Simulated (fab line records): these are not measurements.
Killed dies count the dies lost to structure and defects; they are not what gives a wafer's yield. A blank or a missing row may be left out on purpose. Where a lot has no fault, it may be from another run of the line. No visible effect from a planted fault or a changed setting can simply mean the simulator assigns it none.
Which tool was responsible? ; flow gf180mcu ; 33 wafers from 11 lots sampled at 8 of the route's 602 steps

== WHAT THE GAUGES READ, wafer by wafer ==
GF_V2_THK_MEAS_01.
lot;measured;on;V2_CVD_00_THK (nm)
L339;day 19 10:59;filmMetro-01;601 598 592
L341;day 20 05:25;filmMetro-04;585 598 597
L342;day 20 10:02;filmMetro-01;601 598 588
L347;day 22 05:13;filmMetro-02;590 596 597
L349;day 23 11:18;filmMetro-01;595 588 591
L350;day 23 16:20;filmMetro-04;598 598 594
L351;day 24 09:23;filmMetro-01;587 585 596
L352;day 25 03:17;filmMetro-01;598 587 598
L356;day 25 17:23;filmMetro-04;596 593 585
L361;day 26 23:25;filmMetro-01;599 603 594
L362;day 27 11:39;filmMetro-01;587 586 585

GF_M3_RS_MEAS_05: measurement is done with a four-point probe.
lot;measured;on;M3_ALCU_RS (ohm/sq)
L339;day 20 14:00;filmMetro-01;0.0687 0.0697 0.0684
L341;day 21 07:50;filmMetro-03;0.0693 0.0701 0.0687
L342;day 21 12:21;filmMetro-01;0.0685 0.0683 0.0687
L347;day 23 06:55;filmMetro-04;0.0675 0.0693 0.0691
L349;day 24 13:13;filmMetro-04;0.2205 0.0683 0.0693
L350;day 24 16:14;filmMetro-03;0.0694 0.2247 0.0689
L351;day 25 09:38;filmMetro-04;0.0700 0.0698 0.0702
L352;day 26 02:29;filmMetro-01;0.0689 0.0699 0.0703
L356;day 26 17:08;filmMetro-03;0.0700 0.0693 0.0694
L361;day 27 21:28;filmMetro-04;0.0692 0.0700 0.0702
L362;day 28 10:32;filmMetro-01;0.0693 0.0689 0.0691

GF_M3_THK_MEAS_06: measures by xrf.
lot;measured;on;M3_ALCU_THK (nm)
L339;day 20 14:07;filmMetro-01;453 447 453
L341;day 21 07:57;filmMetro-03;453 447 455
L342;day 21 12:28;filmMetro-01;456 458 455
L347;day 23 07:02;filmMetro-04;465 455 455
L349;day 24 13:19;filmMetro-04;147 461 456
L350;day 24 16:20;filmMetro-03;449 143 452
L351;day 25 09:46;filmMetro-04;452 453 451
L352;day 26 02:37;filmMetro-01;453 449 445
L356;day 26 17:16;filmMetro-03;446 453 452
L361;day 27 21:35;filmMetro-04;459 450 448
L362;day 28 10:40;filmMetro-01;449 451 451

GF_V3_BOW_MEAS_05.
lot;measured;on;V3_BOW (um)
L339;day 21 15:52;filmMetro-03;114 117 108
L341;day 22 08:34;filmMetro-03;123 117 120
L342;day 22 12:51;filmMetro-03;120 131 120
L347;day 24 07:48;filmMetro-01;129 112 114
L349;day 25 12:14;filmMetro-02;143 111 135
L350;day 25 15:38;filmMetro-03;130 161 127
L351;day 26 08:20;filmMetro-02;123 116 102
L352;day 27 00:11;filmMetro-03;106 112 128
L356;day 27 14:14;filmMetro-01;118 102 112
L361;day 28 18:36;filmMetro-03;96 101 125
L362;day 29 07:29;filmMetro-02;119 117 110

GF_V4_BOW_MEAS_05.
lot;measured;on;V4_BOW (um)
L339;day 23 17:44;filmMetro-02;130 131 124
L341;day 24 10:08;filmMetro-04;147 140 145
L342;day 24 14:02;filmMetro-01;140 154 141
L347;day 26 05:50;filmMetro-04;147 132 133
L349;day 27 10:07;filmMetro-04;158 126 149
L350;day 27 12:30;filmMetro-02;152 182 147
L351;day 28 04:01;filmMetro-04;141 132 121
L352;day 28 20:34;filmMetro-01;127 134 149
L356;day 29 10:18;filmMetro-01;137 122 132
L361;day 30 16:27;filmMetro-04;112 118 140
L362;day 30 23:11;filmMetro-02;138 138 128

== WHICH TOOL RAN EACH LOT (tool, then ch and the chambers of the sampled wafers, then the start) ==
lot;GF_M2_SPUTTER_01;GF_V2_ETCH_17;GF_M3_SPUTTER_02
L339;pvdSputter-01, day 18 09:31;rieDiel-02 ch 0,1,3, day 20 13:55 or earlier;pvdSputter-03, day 20 13:55
L341;pvdSputter-02, day 19 03:29;rieDiel-01 ch 0,1, day 21 07:44 or earlier;pvdSputter-04, day 21 07:44
L342;pvdSputter-04, day 19 08:40;rieDiel-01 ch 1,3, day 21 12:16 or earlier;pvdSputter-03, day 21 12:16
L347;pvdSputter-01, day 21 04:15;rieDiel-03 ch 2,3, day 23 06:49 or earlier;pvdSputter-04, day 23 06:49
L349;pvdSputter-02, day 22 11:02;rieDiel-03 ch 1,2,3, day 24 13:06 or earlier;pvdSputter-03, day 24 13:06
L350;pvdSputter-04, day 22 16:17;rieDiel-01 ch 0,3, day 24 16:06 or earlier;pvdSputter-03, day 24 16:06
L351;pvdSputter-01, day 23 08:35;rieDiel-03 ch 1,2, day 25 09:33 or earlier;pvdSputter-02, day 25 09:33
L352;pvdSputter-01, day 24 04:26;rieDiel-01 ch 0,3, day 26 02:24 or earlier;pvdSputter-04, day 26 02:24
L356;pvdSputter-01, day 24 18:43;rieDiel-02 ch 1,2,3, day 26 17:03 or earlier;pvdSputter-02, day 26 17:03
L361;pvdSputter-02, day 26 01:55;rieDiel-02 ch 0,1,3, day 27 21:22 or earlier;pvdSputter-03, day 27 21:22
L362;pvdSputter-01, day 26 14:07;rieDiel-02 ch 0,2,3, day 28 10:27 or earlier;pvdSputter-02, day 28 10:27
- GF_M2_SPUTTER_01: material TiN, target thk 30 nm, time 25 s.
- GF_V2_ETCH_17: etches SiO2 in C4F8/O2/Ar, stops on TiN, target depth 630 nm.
- GF_M3_SPUTTER_02: material AlCu, target thk 450 nm, time 23.9 s.

== AS READ BY THE TOOLS THEMSELVES (means over the sampled wafers that have a number; for cases with no such wafer, the mark the record gives instead) ==
GF_M2_SPUTTER_01.
lot;tool;throttleValvePct (%)
L339;pvdSputter-01;30.5
L341;pvdSputter-02;30.0
L342;pvdSputter-04;30.0
L347;pvdSputter-01;30.7
L349;pvdSputter-02;29.2
L350;pvdSputter-04;29.3
L351;pvdSputter-01;30.8
L352;pvdSputter-01;30.8
L356;pvdSputter-01;30.4
L361;pvdSputter-02;29.2
L362;pvdSputter-01;30.4

GF_V2_ETCH_17.
lot;tool;oesProductAu (a.u.)
L339;rieDiel-02;0.857
L341;rieDiel-01;0.858
L342;rieDiel-01;0.856
L347;rieDiel-03;0.852
L349;rieDiel-03;0.857
L350;rieDiel-01;0.853
L351;rieDiel-03;0.854
L352;rieDiel-01;0.853
L356;rieDiel-02;0.857
L361;rieDiel-02;0.862
L362;rieDiel-02;0.858

GF_M3_SPUTTER_02.
lot;tool;throttleValvePct (%)
L339;pvdSputter-03;31.7
L341;pvdSputter-04;29.9
L342;pvdSputter-03;31.8
L347;pvdSputter-04;29.0
L349;pvdSputter-03;31.2
L350;pvdSputter-03;31.1
L351;pvdSputter-02;28.9
L352;pvdSputter-04;28.8
L356;pvdSputter-02;29.5
L361;pvdSputter-03;30.4
L362;pvdSputter-02;29.4

== THE ANSWER, worked out from the rows above alone ==
Rule: the lots themselves supply what counts as usual. The widest of any qualifying gaps counts: lots, ordered by their means at a reading, are off when they make up no more than a third of the lots, leave a main group of 4 or more, and stand apart from it by 3 or more times the standard deviation of that group's means. A main group is skipped when, at the precision printed for the reading in the tables above, its means are all equal. A lot without any number at a reading at which 4 lots or more have one is off too. All remaining lots with rows at the step are treated as sound. After the gauges, taken in route order, come the tools' own readings; for these a lot's mean is taken, as printed above. At the first step where some lot is off, the reading lying furthest off is the one used; lots without a number count as furthest.
Off: at GF_M3_RS_MEAS_05 (M3_ALCU_RS), L349, L350. The main group: mean 0.0693 ohm/sq, standard deviation 0.0005.
If a tool, at a process step before that reading, ran all the lots that are off and no sound lot after the first of them, it fits. Those tools and the gauges at GF_M3_RS_MEAS_05 are tried in the same way. GF_V2_ETCH_17 gives no start for some lots, so the hours and the order of its lots are those of GF_M3_SPUTTER_02. Of those tried, none fits.

== WHAT WAS PUT IN BY THE SIMULATOR ==
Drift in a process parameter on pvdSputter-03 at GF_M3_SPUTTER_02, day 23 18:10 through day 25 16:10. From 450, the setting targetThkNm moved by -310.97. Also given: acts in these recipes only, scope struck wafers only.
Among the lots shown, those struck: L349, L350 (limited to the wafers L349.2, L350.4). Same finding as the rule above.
